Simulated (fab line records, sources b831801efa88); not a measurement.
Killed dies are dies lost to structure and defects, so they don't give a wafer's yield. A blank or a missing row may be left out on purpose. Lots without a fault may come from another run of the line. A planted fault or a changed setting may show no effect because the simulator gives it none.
fab line records | flow sky130 | part 2 of 2: steps 28 to 36 of 36
record lots=5 wafers=15 last_day=47
route steps=708 shown SD_N@355 SD_P@359 RES_XHIGH@360 SALICIDE@361 LI_CONTACT@362 LOCAL_INTERCONNECT@387
lots that met no fault: from a run of the same line without faults
start_h: hours from the record's first day to the start of the lot's first wafer shown | wait_h: hours since the lot's step before | " the same as in the row above | L1.1+2: a row that stands for several wafers | - no value, or no start given | * or withheld: withheld | < > ~ a bound
route shown NAME@n: a module of which the file shows steps, and the number in the route of the first | usual: mean/standard deviation of fault-free wafers | same: alike in all rows | chamber/n: place in a boat | sites: the reading at each site | _std_site: their standard deviation | _edge_site: outer sites' mean less inner sites' | radius_mm: how far each site lies from the wafer's centre | mask NAME#n: copy n | behind: the tool/chamber that last shaped the wafer | hold: why the lot was held/for how many hours/how that ended | device: the transistor (n, p or np) that didn't switch | end of line: the same wafers' tests at the end of the route | a step without rows: its recipe alone | killed: dies lost to structure and defects at the first sort, not the wafer's yield | map: a wafer's dies, x killed, . not, _ none there
set.NAME: the setting as run; set.NAME@STEP: as run at that earlier step | model.NAME: the simulator's own value behind a step, which no gauge read
lots at some steps of the route; a table a step, a row a wafer
services: from which hour (start_h, from the record's first day; less than 0 if before it) a tool's chamber was out of use, for how many hours, and why
## steps
# step SKY_LI_CONTACT_CVD_21
# recipe material=W target_thk_nm=400 time_s=120.56 temp_c=400 pressure_torr=40
# usual heater_power_w=813/140 susceptor_temp_C=400.04/0.25
# columns lot.wafer tool chamber start_h wait_h heater_power_w susceptor_temp_C
L074.1 cvd_w-01 1 670.18 0.0 656 400.09
L074.2 " 0 " " 898 400.19
L074.6 " 0 " " 894 399.94
L076.2 cvd_w-01 1 690.53 0.0 649 400.02
L076.4 " 1 " " 643 399.82
L076.6 " 1 " " 635 399.95
L081.3 cvd_w-01 0 733.68 0.1 887 400.14
L081.5 " 0 " " 885 400.14
L081.6 " 1 " " 669 399.95
L083.1 cvd_w-01 1 754.08 0.0 673 399.75
L083.3 " 0 " " 901 400.41
L083.5 " 0 " " 900 400.23
L082.2 cvd_w-01 1 755.40 0.0 671 400.27
L082.4 " 0 " " 898 400.05
L082.5 " 1 " " 660 400.23
# step SKY_LI_CONTACT_RS_MEAS_22
# recipe thk_meas_gauge=four-point-probe reads=W_of_LI_CONTACT_CVD_21+TiN_of_LI_CONTACT_SPUTTER_20+Ti_of_LI_CONTACT_SPUTTER_19
# usual LI_CONTACT_W_RS=0.281/0.006
# columns lot.wafer tool chamber start_h wait_h LI_CONTACT_W_RS[ohm/sq]
L074.1 film_metro-02 - 670.31 0.1 0.283
L074.2 " - " " 0.277
L074.6 " - " " 0.278
L076.2 film_metro-01 - 690.68 0.1 0.287
L076.4 " - " " 0.283
L076.6 " - " " 0.285
L081.3 film_metro-01 - 733.81 0.1 0.280
L081.5 " - " " 0.283
L081.6 " - " " 0.273
L083.1 film_metro-03 - 754.20 0.1 0.274
L083.3 " - " " 0.284
L083.5 " - " " 0.281
L082.2 film_metro-02 - 755.54 0.1 0.270
L082.4 " - " " 0.281
L082.5 " - " " 0.272
# step SKY_LI_CONTACT_THK_MEAS_23
# recipe thk_meas_gauge=xrf reads=W_of_LI_CONTACT_CVD_21
# usual LI_CONTACT_W_THK=406/11
# columns lot.wafer tool chamber start_h wait_h LI_CONTACT_W_THK[nm]
L074.1 film_metro-02 - 670.43 0.1 397
L074.2 " - " " 408
L074.6 " - " " 408
L076.2 film_metro-01 - 690.79 0.1 401
L076.4 " - " " 403
L076.6 " - " " 404
L081.3 film_metro-01 - 733.91 0.1 402
L081.5 " - " " 400
L081.6 " - " " 415
L083.1 film_metro-03 - 754.32 0.1 427
L083.3 " - " " 410
L083.5 " - " " 415
L082.2 film_metro-02 - 755.65 0.1 418
L082.4 " - " " 402
L082.5 " - " " 416
# step SKY_LI_CONTACT_CMP_24
# recipe stop_on=PSG t_overpolish_s=20 down_force_psi=3.5 platen_rpm=60 target_thk_nm=0 pad_velocity_m_s=0.94248
# usual motor_current_A=11.5/1.1 overpolish_run_s=20.000/0.009 time_to_endpoint_s=99/5.6
# columns lot.wafer tool chamber start_h wait_h motor_current_A overpolish_run_s time_to_endpoint_s
L074.2 cmp-02 3 670.76 0.3 11.3 19.996 99
L074.1 " 2 " " 10.4 20.019 103
L074.6 " 0 " " 11.7 19.997 97
L076.2 cmp-02 2 690.84 0.0 10.5 20.013 107
L076.4 " 1 " " 11.7 20.001 97
L076.6 " 2 " " 9.4 20.008 103
L081.3 cmp-01 2 734.00 0.1 12.8 19.998 108
L081.5 " 1 " " 11.5 19.996 94
L081.6 " 2 " " 12.8 20.016 109
L083.3 cmp-01 3 754.38 0.0 13.1 19.996 102
L083.1 " 2 " " 12.2 20.007 106
L083.5 " 3 " " 13.4 19.991 98
L082.4 cmp-02 0 755.99 0.3 11.8 19.991 101
L082.2 " 1 " " 11.7 20.002 106
L082.5 " 3 " " 11.9 20.006 107
# step SKY_LOCAL_INTERCONNECT_SPUTTER_00
# recipe material=TiN target_thk_nm=100 temp_c=300 power_w=6500 time_s=83.3 chamber_pressure_pa=0.4
# usual susceptor_temp_C=300.00/0.18 throttle_valve_pct=30.0/1.1
# columns lot.wafer tool chamber start_h wait_h susceptor_temp_C throttle_valve_pct
L074.1 pvd_sputter-01 - 671.06 0.1 299.74 28.8
L074.2 " - " " 300.27 30.2
L074.6 " - " " 299.85 30.2
L076.2 pvd_sputter-04 - 691.14 0.2 300.09 29.1
L076.4 " - " " 299.87 28.4
L076.6 " - " " 300.35 28.4
L081.3 pvd_sputter-01 - 734.25 0.2 300.23 31.9
L081.5 " - " " 300.11 30.1
L081.6 " - " " 300.18 28.6
L083.1 pvd_sputter-01 - 754.68 0.1 300.25 28.5
L083.3 " - " " 300.15 31.7
L083.5 " - " " 300.22 28.7
L082.2 pvd_sputter-01 - 756.19 0.1 300.14 29.5
L082.4 " - " " 299.92 30.3
L082.5 " - " " 300.25 29.5
# step SKY_LOCAL_INTERCONNECT_RS_MEAS_01
# recipe thk_meas_gauge=four-point-probe reads=TiN_of_LOCAL_INTERCONNECT_SPUTTER_00
# usual LOCAL_INTERCONNECT_TIN_RS=14.07/0.21
# columns lot.wafer tool chamber start_h wait_h LOCAL_INTERCONNECT_TIN_RS[ohm/sq]
L074.1 film_metro-01 - 671.12 0.0 13.89
L074.2 " - " " 14.10
L074.6 " - " " 14.13
L076.2 film_metro-04 - 691.22 0.1 13.88
L076.4 " - " " 13.91
L076.6 " - " " 13.77
L081.3 film_metro-04 - 734.35 0.1 13.91
L081.5 " - " " 14.04
L081.6 " - " " 13.90
L083.1 film_metro-04 - 754.75 0.0 14.05
L083.3 " - " " 14.24
L083.5 " - " " 14.03
L082.2 film_metro-04 - 756.27 0.1 13.99
L082.4 " - " " 14.07
L082.5 " - " " 13.94
# step SKY_LOCAL_INTERCONNECT_THK_MEAS_02
# recipe thk_meas_gauge=xrf reads=TiN_of_LOCAL_INTERCONNECT_SPUTTER_00
# usual LOCAL_INTERCONNECT_TIN_THK=101.5/1.5
# columns lot.wafer tool chamber start_h wait_h LOCAL_INTERCONNECT_TIN_THK[nm]
L074.1 film_metro-01 - 671.24 0.1 103.1
L074.2 " - " " 101.4
L074.6 " - " " 101.2
L076.2 film_metro-04 - 691.33 0.1 103.3
L076.4 " - " " 103.0
L076.6 " - " " 104.1
L081.3 film_metro-04 - 734.45 0.1 103.3
L081.5 " - " " 102.0
L081.6 " - " " 102.7
L083.1 film_metro-04 - 754.87 0.1 101.6
L083.3 " - " " 100.2
L083.5 " - " " 101.5
L082.2 film_metro-04 - 756.38 0.1 102.1
L082.4 " - " " 101.1
L082.5 " - " " 102.7
# step SKY_LOCAL_INTERCONNECT_DEHYDRATE_03
# recipe temp_c=200 time_s=60
# usual plate_temp_C=200.00/0.17
# columns lot.wafer tool chamber start_h wait_h plate_temp_C
L074.1 litho_track-04 0 684.78 13.5 200.03
L074.2 " 0 " " 200.39
L074.6 " 0 " " 200.25
L076.2 litho_track-01 0 704.63 13.3 200.16
L076.4 " 0 " " 199.75
L076.6 " 0 " " 200.09
L081.3 litho_track-03 0 746.66 12.2 199.88
L081.5 " 0 " " 200.09
L081.6 " 0 " " 199.78
L083.1 litho_track-01 0 767.75 12.9 199.92
L083.3 " 0 " " 200.09
L083.5 " 0 " " 200.07
L082.2 litho_track-04 0 769.05 12.7 200.25
L082.4 " 0 " " 199.97
L082.5 " 0 " " 199.98
# step SKY_LOCAL_INTERCONNECT_HMDS_04
# recipe prime_time_s=60 prime_temp_c=120
# columns lot.wafer tool chamber start_h wait_h
L074.1+2+6 litho_track-04 0 684.93 0.1
L076.2+4+6 litho_track-01 0 704.78 0.1
L081.3+5+6 litho_track-03 0 746.81 0.1
L083.1+3+5 litho_track-01 0 767.90 0.1
L082.2+4+5 litho_track-04 0 769.20 0.1
## services
# columns tool chamber start_h hours kind
rie_diel-04 0 619.41 12.0 repair
cmp-01 - 620.54 2.9 repair
wet_bench-03 - 621.13 89.4 repair
cmp-01 - 622.27 1.6 repair
krf_scanner-01 - 623.63 0.8 pm
rie_diel-04 1 627.86 6.0 repair
cmp-01 - 632.79 74.2 repair
cmp-02 - 638.83 2.9 repair
krf_scanner-01 - 643.03 3.6 pm
pvd_sputter-04 - 649.57 4.6 repair
hdpcvd-02 - 650.75 15.0 pm
cvd_w-01 - 654.27 0.9 repair
rie_diel-04 - 657.34 0.6 repair
krf_scanner-01 - 658.71 1.1 repair
cmp-01 - 658.81 0.6 repair
wet_bench-04 - 676.76 4.4 pm
rie_diel-04 - 687.04 2.8 pm
krf_scanner-01 - 703.13 1.0 pm
cmp-02 - 706.13 1.9 repair
cmp-02 - 712.37 2.4 repair
rie_diel-04 1 732.65 8.5 repair
krf_scanner-01 - 747.37 1.3 pm
cmp-02 - 751.89 4.0 pm
cmp-02 - 756.56 0.6 repair
